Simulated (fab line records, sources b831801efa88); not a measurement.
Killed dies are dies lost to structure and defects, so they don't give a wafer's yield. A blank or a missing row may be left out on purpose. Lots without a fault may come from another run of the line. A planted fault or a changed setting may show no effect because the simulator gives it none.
A struck lot beside a sound one | flow sfq_line | 41 steps out of a route of 325
Sound: wafers L366.2, L366.3, L366.4. Struck: wafer L364.3. (L364.2, L364.5 of the same lot were not struck and are left out.) The cause comes at the end.
At each step with rows: each side's tool, then ch and its chambers, then its first start. Under that, the readings that differ: sound wafers | struck wafers | difference of the means | sigmas: that difference in standard deviations of wafers without a fault.
alike: readings whose means differ by less than 2 such deviations, and words and numbers that are the same on both sides. not compared: withheld readings, readings that some wafer has no value for, bounds like >300 that may hide the same value, and numbers for which the record gives no deviation and whose values overlap.
The two part at a step that has a row with sigmas, a row that says differs or no value, or rows on one side only. Numbers that don't overlap but have no deviation are shown without sigmas and don't part them. A reading that every wafer of one side lacks parts them only if that side has two wafers or more.

first, 6 steps without rows for these wafers: SFQ_TRILAYER_I1_VIA_LITHO_COAT_054 (resist thk 62 nm); SFQ_TRILAYER_I1_VIA_LITHO_COAT_049 (resist thk 650 nm); SFQ_TRILAYER_I1_VIA_LITHO_SOFTBAKE_053; SFQ_TRILAYER_I1_VIA_LITHO_EXPOSE_050 (exposes mask I1, target cd 500 nm); SFQ_TRILAYER_I1_VIA_LITHO_PEB_052 (peb time 60 s); SFQ_TRILAYER_I1_VIA_LITHO_DEVELOP_051 (time 60 s).
SFQ_I1_OVL_MEAS_913:
  sound on overlay-01, day 30 01:01; struck on overlay-01, day 29 04:37
  alike: I1_OVL
SFQ_TRILAYER_I1_VIA_BARC_OPEN_VIA_ETCH_071: etches BARC in O2, target depth 125 nm, time 41.7 s.
  sound on rie_diel-02 ch 0,2,3, day 30 01:02; struck on rie_diel-03 ch 3, day 29 04:38
  alike: drypump_motor_current_A, oes_product_au
  not compared: rf_hours_counter_h
then, 4 steps without rows for these wafers: SFQ_TRILAYER_I1_VIA_ETCH_VIA_ETCH_052 (etches SiO2 in CHF3, stops on Nb, target depth 260 nm); SFQ_TRILAYER_I1_VIA_STRIP_STRIP_053 (strips in O2); SFQ_TRILAYER_I1_VIA_STRIP_SOLV_CLEAN_054 (cleans in NMP, time 600 s); SFQ_TRILAYER_M2_DEP_PRE_CLEAN_056 (time 22.5 s).
SFQ_TRILAYER_M2_DEP_SPUTTER_055: material Nb, target thk 200 nm, time 133.3 s.
  sound on pvd_sputter-03, day 30 02:00; struck on pvd_sputter-06, day 29 05:36
  reading                                             | sound             | struck | difference | sigmas
  model.Nb_of_TRILAYER_M2_DEP_SPUTTER_055.thk_nm (nm) | 201.1 199.3 198.6 | 146.9  | -52.8      |
  alike: resputter_cathode_voltage_v, throttle_valve_pct
SFQ_M2_RS_MEAS_914: measures by four-point-probe.
  sound on film_metro-02, day 30 02:07; struck on film_metro-02, day 29 05:59
  reading           | sound             | struck | difference | sigmas
  M2_NB_RS (ohm/sq) | 0.885 0.893 0.895 | 1.217  | +0.326     | +27
  not compared: hold
then, 5 steps without rows for these wafers: SFQ_TRILAYER_M2_LITHO_COAT_057 (resist thk 600 nm); SFQ_TRILAYER_M2_LITHO_SOFTBAKE_061; SFQ_TRILAYER_M2_LITHO_EXPOSE_058 (exposes mask M2, target cd 500 nm); SFQ_TRILAYER_M2_LITHO_PEB_060 (peb time 60 s); SFQ_TRILAYER_M2_LITHO_DEVELOP_059 (time 60 s).
-- the record jumps here: 6 days lie between the struck wafers' starts before and after --
SFQ_M2_OVL_MEAS_916:
  sound on overlay-02, day 36 03:01; struck on overlay-01, day 35 06:47
  alike: M2_OVL
then, 1 step without rows for these wafers: SFQ_TRILAYER_M2_BARC_OPEN_METAL_ETCH_077 (etches BARC in O2, target depth 125 nm, time 41.7 s).
SFQ_TRILAYER_M2_ETCH_METAL_ETCH_060: etches Nb in Cl2/Ar, stops on SiO2, target depth 240 nm, time 120 s.
  sound on rie_metal-01 ch 0,1, day 36 03:06; struck on rie_metal-01 ch 0, day 35 06:53
  reading               | sound             | struck | difference | sigmas
  oes_product_au (a.u.) | 0.894 0.897 0.886 | 0.761  | -0.131     | -15
  alike: drypump_motor_current_A
  not compared: rf_hours_counter_h
SFQ_TRILAYER_M2_STRIP_STRIP_061: strips in O2.
  sound on rie_metal-01 ch 0,1, day 36 03:13; struck on rie_metal-01 ch 0, day 35 07:01
  alike: drypump_motor_current_A, oes_product_au
  not compared: rf_hours_counter_h
then, 1 step without rows for these wafers: SFQ_TRILAYER_M2_STRIP_SOLV_CLEAN_062 (cleans in NMP, time 600 s).
SFQ_TRILAYER_I2_DEP_PECVD_063: deposits SiO2 from SiH4/N2O, time 111.11 s, target thk 500 nm.
  sound on pecvd-04 ch 1,2, day 36 04:00; struck on pecvd-01 ch 1, day 35 07:47
  alike: heater_power_w, throttle_valve_pct
SFQ_TRILAYER_I2_CMP_CMP_064: polishes SiO2.
  sound on cmp-02 ch 1,2,3, day 36 04:05; struck on cmp-01 ch 0, day 35 17:26
  alike: motor_current_A, time_to_endpoint_s
SFQ_I2_BOW_MEAS_917:
  sound on film_metro-01, day 36 07:06; struck on film_metro-03, day 35 20:28
  alike: I2_BOW
then, 7 steps without rows for these wafers: SFQ_TRILAYER_I2_METRO_MEASURE_065; SFQ_TRILAYER_I2_VIA_LITHO_COAT_072 (resist thk 62 nm); SFQ_TRILAYER_I2_VIA_LITHO_COAT_067 (resist thk 650 nm); SFQ_TRILAYER_I2_VIA_LITHO_SOFTBAKE_071; SFQ_TRILAYER_I2_VIA_LITHO_EXPOSE_068 (exposes mask I2, target cd 500 nm); SFQ_TRILAYER_I2_VIA_LITHO_PEB_070 (peb time 60 s); SFQ_TRILAYER_I2_VIA_LITHO_DEVELOP_069 (time 60 s).
-- the record jumps here: 6 days lie between the struck wafers' starts before and after --
SFQ_I2_OVL_MEAS_918:
  sound on overlay-01, day 42 04:52; struck on overlay-02, day 41 17:37
  alike: I2_OVL
SFQ_TRILAYER_I2_VIA_BARC_OPEN_VIA_ETCH_096: etches BARC in O2, target depth 125 nm, time 41.7 s.
  sound on rie_diel-01 ch 0,2,3, day 42 04:54; struck on rie_diel-01 ch 3, day 41 17:39
  alike: drypump_motor_current_A, oes_product_au
  not compared: rf_hours_counter_h
then, 4 steps without rows for these wafers: SFQ_TRILAYER_I2_VIA_ETCH_VIA_ETCH_070 (etches SiO2 in CHF3, stops on Nb, target depth 260 nm); SFQ_TRILAYER_I2_VIA_STRIP_STRIP_071 (strips in O2); SFQ_TRILAYER_I2_VIA_STRIP_SOLV_CLEAN_072 (cleans in NMP, time 600 s); SFQ_TRILAYER_M3_DEP_PRE_CLEAN_074 (time 22.5 s).
-- the record jumps here: 44 days lie between the struck wafers' starts before and after --
SFQ_M8_BOW_MEAS_951:
  sound on film_metro-04, day 85 18:04; struck on film_metro-04, day 85 09:52
  reading                 | sound              | struck | difference | sigmas
  model.etest.m2.ohm_um   | 1.776 1.795 1.799  | 2.437  | +0.647     |
  model.etest.i1.link_ohm | 1.961 1.972 1.963  | 2.348  | +0.383     |
  model.etest.i2.link_ohm | 1.94 1.957 1.958   | 2.278  | +0.326     |
  model.etest.m2.ohm_sq   | 0.8839 0.892 0.895 | 1.21   | +0.32      |
  alike: M8_BOW

WHERE THEY PART
First at SFQ_M2_RS_MEAS_914; last, within this record, at SFQ_TRILAYER_M2_ETCH_METAL_ETCH_060. Later steps at which nothing parts them and some readings are alike: SFQ_TRILAYER_M2_STRIP_STRIP_061, SFQ_TRILAYER_I2_DEP_PECVD_063, SFQ_TRILAYER_I2_CMP_CMP_064, SFQ_I2_BOW_MEAS_917, SFQ_I2_OVL_MEAS_918, SFQ_TRILAYER_I2_VIA_BARC_OPEN_VIA_ETCH_096, SFQ_M8_BOW_MEAS_951.

WHY: what the simulator had put in
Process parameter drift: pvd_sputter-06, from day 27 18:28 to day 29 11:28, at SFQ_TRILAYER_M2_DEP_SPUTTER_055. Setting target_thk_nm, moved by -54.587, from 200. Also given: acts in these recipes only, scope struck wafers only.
